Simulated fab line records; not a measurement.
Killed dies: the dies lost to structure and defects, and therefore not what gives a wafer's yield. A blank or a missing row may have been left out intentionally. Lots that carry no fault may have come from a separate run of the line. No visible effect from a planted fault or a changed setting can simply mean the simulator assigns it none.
Which of the tools did it?	flow gf180mcu	6 lots with 18 wafers sampled at 3 steps, on a route of 602 steps

== WHAT THE GAUGES SHOWED, per wafer ==
GF_HV_LDD_OVL_MEAS_32.
lot	measured	on	HV_LDD_02_OVL (nm)
L120	day 12 01:10	overlay-01	0.4 -0.9 0.1
L123	day 12 21:31	overlay-02	1.2 0.8 1.5
L125	day 14 03:45	overlay-01	-1.2 -1.4 -2.8
L127	day 15 01:22	overlay-02	0.5 0.0 1.3
L136	day 17 10:56	overlay-02	109.6 110.7 110.2
L138	day 17 23:08	overlay-01	-1.0 0.5 -1.5

== TOOL THAT RAN EACH LOT (tool first, then ch and the chambers of the sampled wafers, then the start) ==
lot	GF_HV_LDD_STRIP_10	GF_HV_LDD_EXPOSE_28
L120	plasma-asher-01 ch 0, day 10 11:58	iline-stepper-01 ch 0, day 11 15:46
L123	plasma-asher-02 ch 0,1, day 11 07:31	iline-stepper-02 ch 0, day 12 12:14
L125	plasma-asher-01 ch 0,1, day 12 11:54	iline-stepper-02 ch 0, day 13 17:09
L127	plasma-asher-02 ch 0,1, day 13 07:18	iline-stepper-02 ch 0, day 14 14:32
L136	plasma-asher-01 ch 0,1, day 15 14:29	iline-stepper-02 ch 0, day 16 23:44
L138	plasma-asher-02 ch 1, day 16 02:03	iline-stepper-01 ch 0, day 17 11:58
- GF_HV_LDD_STRIP_10: strips in O2/N2.
- GF_HV_LDD_EXPOSE_28: exposes mask Nplus HV AREA, target cd 400 nm.

== THE ANSWER, worked out from the rows above alone ==
Rule: the lots themselves supply what counts as usual. The widest of any qualifying gaps counts: lots, ordered by their means at a reading, are off when they make up no more than a third of the lots, leave a main group of 4 or more, and stand apart from it by 3 or more times the standard deviation of that group's means. Not used: any main group whose means are identical at the precision the tables above print for the reading. A lot without any number at a reading at which 4 lots or more have one is off too. The other lots that the step has rows for count as sound.
Off: L136, seen at GF_HV_LDD_OVL_MEAS_32 (HV_LDD_02_OVL). The main group has a mean of -0.2 nm with a standard deviation of 1.
If a tool, at a process step before that reading, ran all the lots that are off and no sound lot after the first of them, it fits. Those tools and the gauges at GF_HV_LDD_OVL_MEAS_32 are tried in the same way. Can't be told from this: 3 tools fit, plasma-asher-01 at GF_HV_LDD_STRIP_10, iline-stepper-02 at GF_HV_LDD_EXPOSE_28, overlay-02 at GF_HV_LDD_OVL_MEAS_32.

== WHAT THE SIMULATOR HAD PUT IN ==
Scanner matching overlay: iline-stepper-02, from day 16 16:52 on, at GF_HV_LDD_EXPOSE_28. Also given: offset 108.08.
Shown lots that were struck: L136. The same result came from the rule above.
